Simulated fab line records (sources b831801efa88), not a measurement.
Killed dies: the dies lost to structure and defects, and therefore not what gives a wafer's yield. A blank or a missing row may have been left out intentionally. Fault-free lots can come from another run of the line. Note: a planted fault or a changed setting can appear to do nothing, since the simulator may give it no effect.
Which tool is to blame? | flow sky130 | 72 wafers from 24 lots sampled at 3 of the route's 708 steps

== WHAT EACH GAUGE READ, for each wafer ==
SKY_NWELL_THK_MEAS_02. Usual: NWELL_OXIDATION_THK typically reads 10.05 nm, with standard deviation 0.19.
lot  | measured    | on           | NWELL_OXIDATION_THK (nm) | flag
L074 | day 2 15:34 | filmMetro-01 | 9.91 9.75 9.63           | 
L075 | day 2 20:32 | filmMetro-02 | 9.88 10.04 9.76          | 
L076 | day 3 02:44 | filmMetro-02 | 9.95 9.86 9.79           | 
L077 | day 3 07:55 | filmMetro-03 | 9.87 9.94 9.81           | 
L078 | day 3 11:58 | filmMetro-02 | 10.07 10.15 10.36        | 
L079 | day 3 15:27 | filmMetro-02 | 9.76 10.04 9.94          | 
L080 | day 3 17:38 | filmMetro-03 | 10.17 10.17 10.28        | 
L081 | day 4 01:22 | filmMetro-03 | 9.76 9.76 9.83           | 
L082 | day 4 05:17 | filmMetro-01 | 10.13 10.18 10.17        | 
L083 | day 4 10:46 | filmMetro-02 | 9.77 9.76 9.59           | 
L084 | day 4 16:41 | filmMetro-01 | 9.97 9.98 9.96           | 
L085 | day 4 21:53 | filmMetro-03 | 10.08 10.03 10.13        | 
L086 | day 5 02:55 | filmMetro-02 | 10.34 10.53 10.17        | 
L087 | day 5 10:39 | filmMetro-03 | 9.97 9.88 9.68           | 
L088 | day 8 02:23 | filmMetro-03 | 10.40 10.25 10.37        | 
L089 | day 8 06:13 | filmMetro-03 | 10.25 10.17 10.16        | 
L093 | day 8 07:58 | filmMetro-02 | 10.22 9.94 9.97          | 
L091 | day 8 07:59 | filmMetro-03 | 10.08 10.13 9.99         | 
L090 | day 8 09:05 | filmMetro-03 | 10.30 10.13 10.21        | 
L092 | day 8 09:05 | filmMetro-01 | 10.01 10.01 10.15        | 
L094 | day 8 09:05 | filmMetro-02 | 10.11 10.20 9.95         | 
L095 | day 8 09:11 | filmMetro-01 | 9.95 10.16 9.99          | 
L097 | day 8 10:52 | filmMetro-03 | 10.41 10.34 10.00        | 
L096 | day 8 10:56 | filmMetro-03 | 10.06 10.13 10.06        | 

SKY_LDD_LDN_OVL_MEAS_07. Usual: LDD_LDN_OVL typically reads 0.9 nm, with standard deviation 1.5.
lot  | measured     | on         | LDD_LDN_OVL (nm) | flag
L074 | day 24 07:55 | overlay-02 | 3.8 3.3 3.3      | 
L075 | day 24 15:37 | overlay-02 | -0.6 1.2 3.1     | 
L076 | day 24 20:59 | overlay-01 | 2.0 3.0 3.1      | 
L077 | day 25 05:21 | overlay-01 | 0.8 -0.2 -0.5    | 
L078 | day 25 08:39 | overlay-02 | -3.3 1.3 -0.7    | 
L079 | day 25 12:55 | overlay-01 | 0.7 -2.5 2.1     | 
L080 | day 25 13:17 | overlay-01 | 0.6 0.4 0.6      | 
L081 | day 25 14:12 | overlay-02 | 2.4 2.3 -0.1     | 
L082 | day 25 14:28 | overlay-02 | 0.3 -0.2 0.7     | 
L083 | day 25 15:10 | overlay-02 | 2.0 2.9 0.3      | 
L084 | day 25 15:59 | overlay-01 | -1.4 -0.6 0.0    | 
L085 | day 25 21:54 | overlay-01 | 0.0 -1.2 -0.2    | 
L086 | day 25 22:12 | overlay-02 | 1.0 1.0 1.6      | 
L087 | day 25 18:55 | overlay-01 | 1.2 -0.3 1.4     | 
L088 | day 31 11:55 | overlay-02 | -0.8 -0.4 -2.3   | 
L089 | day 32 01:05 | overlay-02 | 1.4 0.6 0.8      | 
L093 | day 32 03:28 | overlay-01 | 0.5 0.6 -0.1     | 
L091 | day 32 03:46 | overlay-02 | 4.1 3.3 3.9      | 
L090 | day 32 08:40 | overlay-02 | 1.4 1.9 1.5      | 
L092 | day 32 04:22 | overlay-02 | 1.6 2.1 -0.2     | 
L094 | day 32 05:10 | overlay-01 | -1.8 0.9 1.3     | 
L095 | day 32 10:46 | overlay-01 | 0.5 2.3 -0.7     | 
L097 | day 32 11:02 | overlay-02 | 3.1 1.7 0.7      | 
L096 | day 32 13:46 | overlay-01 | 1.0 -1.6 1.0     | 

== WHICH TOOL RAN EACH LOT (tool, then ch and the chambers of the sampled wafers, then the start) ==
lot  | SKY_LDD_HVP_STRIP_09
L074 | plasmaAsher-04 ch 0,1, day 23 02:07
L075 | plasmaAsher-04 ch 0,1, day 23 09:26
L076 | plasmaAsher-04 ch 1, day 23 14:35
L077 | plasmaAsher-01 ch 0,1, day 23 22:52
L078 | plasmaAsher-02 ch 0, day 24 02:44
L079 | plasmaAsher-02 ch 0,1, day 24 06:23
L080 | plasmaAsher-02 ch 0,1, day 24 07:02
L081 | plasmaAsher-04 ch 0,1, day 24 08:19
L082 | plasmaAsher-02 ch 0, day 24 08:37
L083 | plasmaAsher-01 ch 0, day 24 09:11
L084 | plasmaAsher-04 ch 0,1, day 24 09:50
L085 | plasmaAsher-01 ch 0,1, day 24 15:34
L086 | plasmaAsher-04 ch 0,1, day 24 15:52
L087 | plasmaAsher-01 ch 0,1, day 24 12:53
L088 | plasmaAsher-01 ch 0, day 30 08:16
L089 | plasmaAsher-01 ch 0,1, day 30 21:01
L093 | plasmaAsher-02 ch 0,1, day 30 23:56
L091 | plasmaAsher-04 ch 0,1, day 31 00:01
L090 | plasmaAsher-02 ch 0,1, day 31 04:31
L092 | plasmaAsher-02 ch 0,1, day 31 00:43
L094 | plasmaAsher-04 ch 0,1, day 31 01:47
L095 | plasmaAsher-04 ch 0,1, day 31 07:49
L097 | plasmaAsher-02 ch 0,1, day 31 08:25
L096 | plasmaAsher-04 ch 0,1, day 31 10:13
- SKY_LDD_HVP_STRIP_09: strips in O2/N2.

== AS READ BY THE TOOLS THEMSELVES (means over the sampled wafers that have a number; for cases with no such wafer, the mark the record gives instead) ==
SKY_LDD_HVP_STRIP_09. Usual: drypumpMotorCurrentA 5.80 A, standard deviation 0.051; oesProductAu 0.408 a.u., standard deviation 0.0046; stripTimeToEndpointS 4.137 s, standard deviation 0.016.
lot  | tool           | drypumpMotorCurrentA (A) | oesProductAu (a.u.) | stripTimeToEndpointS (s) | flag
L074 | plasmaAsher-04 | 5.80                     | 0.406               | 4.152                    | 
L075 | plasmaAsher-04 | 5.80                     | 0.406               | 4.131                    | 
L076 | plasmaAsher-04 | 5.81                     | 0.413               | 4.125                    | 
L077 | plasmaAsher-01 | 5.79                     | 0.409               | 4.140                    | 
L078 | plasmaAsher-02 | 5.82                     | 0.406               | 4.144                    | 
L079 | plasmaAsher-02 | 5.80                     | 0.412               | 4.149                    | 
L080 | plasmaAsher-02 | 5.76                     | 0.409               | 4.119                    | 
L081 | plasmaAsher-04 | 5.78                     | 0.409               | 4.132                    | 
L082 | plasmaAsher-02 | 5.81                     | 0.411               | 4.150                    | 
L083 | plasmaAsher-01 | 5.92                     | 0.409               | 4.145                    | 
L084 | plasmaAsher-04 | 5.78                     | 0.408               | 4.151                    | 
L085 | plasmaAsher-01 | 5.88                     | 0.409               | 4.138                    | 
L086 | plasmaAsher-04 | 5.80                     | 0.406               | 4.117                    | 
L087 | plasmaAsher-01 | 5.79                     | 0.412               | 4.132                    | 
L088 | plasmaAsher-01 | 5.92                     | 0.410               | 4.135                    | 
L089 | plasmaAsher-01 | 5.83                     | 0.409               | 4.141                    | 
L093 | plasmaAsher-02 | 5.80                     | 0.409               | 4.113                    | 
L091 | plasmaAsher-04 | 5.80                     | 0.402               | 4.119                    | 
L090 | plasmaAsher-02 | 5.80                     | 0.408               | 4.145                    | 
L092 | plasmaAsher-02 | 5.80                     | 0.410               | 4.138                    | 
L094 | plasmaAsher-04 | 5.78                     | 0.409               | 4.133                    | 
L095 | plasmaAsher-04 | 5.81                     | 0.409               | 4.145                    | 
L097 | plasmaAsher-02 | 5.77                     | 0.410               | 4.147                    | 
L096 | plasmaAsher-04 | 5.79                     | 0.405               | 4.148                    | 

== THE ANSWER, worked out from the rows above alone ==
Rule: take the mean of a lot's wafers that have a number; if it is more than 3 standard deviations from the usual mean, the lot is off. A lot without any number at a reading at which 4 lots or more have one is off too. The other lots that the step has rows for count as sound. Order of review: gauges by route order, followed by the tools' own readings, for which a lot's mean as printed above is used. At the first step where some lot is off, the reading lying furthest off is the one used; lots without a number count as furthest.
None of the lots is off at any reading shown; this tells nothing.

== WHAT THE SIMULATOR HAD PUT IN ==
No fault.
